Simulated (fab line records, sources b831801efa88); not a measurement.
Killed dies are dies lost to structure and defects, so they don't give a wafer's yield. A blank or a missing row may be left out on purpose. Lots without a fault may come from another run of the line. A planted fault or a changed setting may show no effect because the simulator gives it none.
Chamber matching | flow gf180mcu | GF_CONTACT_CMP_27 on cmp-02: 4 sister chambers
The step polishes, stops on SiO2, t overpolish 15 s, target thk 0 nm. 8 wafers are shown with their chamber, then 8 later ones without.

WAFERS WITH THEIR CHAMBER
wafer  | chamber | motor_current_A (A) | time_to_endpoint_s (s)
L130.5 | 3       | 13.2                | 68
L134.5 | 2       | 11.5                | 71
L141.6 | 0       | 13.3                | 77
L144.3 | 0       | 13.1                | 83
L144.5 | 3       | 12.8                | 69
L145.2 | 2       | 11.2                | 76
L145.5 | 1       | 12.2                | 72
L146.1 | 1       | 11.8                | 69

WAFERS WITHOUT THEIR CHAMBER
wafer  | motor_current_A (A) | time_to_endpoint_s (s)
L146.2 | 12.5                | 69
L146.4 | 11.4                | 72
L147.1 | 13.2                | 70
L147.2 | 11.2                | 75
L147.3 | 12.2                | 71
L148.1 | 12.5                | 69
L148.3 | 13.7                | 79
L148.5 | 10.8                | 73

WHICH CHAMBER EACH WENT THROUGH
wafer  | from the rows above     | in truth
L146.2 | can't be placed: 3 or 1 | 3
L146.4 | 2                       | 2
L147.1 | 3                       | 3
L147.2 | 2                       | 2
L147.3 | 1                       | 1
L148.1 | can't be placed: 3 or 1 | 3
L148.3 | 0                       | 0
L148.5 | 2                       | 2
Placed correctly: 6 of 8. Can't be placed from these rows: 2 (the true chamber is among the candidates in 2). Placed wrongly: 0.
How it was worked out, from the rows above alone: a wafer's distance from a chamber is the root of the sum, over the readings, of the square of ((its reading less the chamber's mean) divided by the reading's scatter). The wafer belongs to the nearest chamber; if the next one is less than 2 further off, it can't be placed. A chamber's mean is the mean of its shown wafers. The scatter: the root of (the sum of the squares of (reading less its chamber's mean) over the shown wafers, divided by (wafers less chambers)).
